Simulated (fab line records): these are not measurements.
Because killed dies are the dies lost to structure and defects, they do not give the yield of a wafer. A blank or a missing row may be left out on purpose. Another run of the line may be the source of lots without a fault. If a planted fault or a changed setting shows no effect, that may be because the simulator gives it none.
Chamber matching | flow gf180mcu | GF_SAB_ETCH_11 on rie-diel-04: 4 sister chambers
The step etches SiO2 in C4F8/O2/Ar, target depth 55 nm, time 8.5 s. 4 wafers are shown with their chamber, then 7 later ones without.

== EACH WAFER AND ITS CHAMBER ==
wafer  | chamber | oes-product-au (a.u.)
L690.1 | 1       | 0.990
L692.1 | 0       | 0.963
L695.1 | 3       | 0.995
L695.2 | 2       | 0.987

== WAFERS WHOSE CHAMBER IS MISSING ==
wafer  | oes-product-au (a.u.)
L695.3 | 0.978
L704.1 | 0.971
L704.3 | 0.979
L704.5 | 0.985
L707.1 | 0.982
L707.2 | 0.969
L707.5 | 0.991

== EACH ONE'S CHAMBER ==
wafer  | from the rows above               | in truth
L695.3 | can't be placed: 2 or 1 or 0 or 3 | 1
L704.1 | can't be placed: 0 or 2 or 1      | 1
L704.3 | can't be placed: 2 or 1 or 0 or 3 | 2
L704.5 | can't be placed: 2 or 1 or 3      | 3
L707.1 | can't be placed: 2 or 1 or 3      | 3
L707.2 | can't be placed: 0 or 2           | 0
L707.5 | can't be placed: 1 or 2 or 3      | 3
Correctly placed: 0 of 7. Unplaceable from these rows: 7, with the true chamber sitting among the candidates in 7. Placed wrongly: 0.
How it was worked out, from the rows above alone: a wafer's distance from a chamber is the root of the sum, over the readings, of the square of ((its reading less the chamber's mean) divided by the reading's scatter). The wafer belongs to the nearest chamber; if the next one is less than 2 further off, it can't be placed. Each chamber's mean is taken over the wafers shown for it. The scatter: root of mean squared gap, hidden wafer to nearest shown wafer, with one shown wafer a chamber.
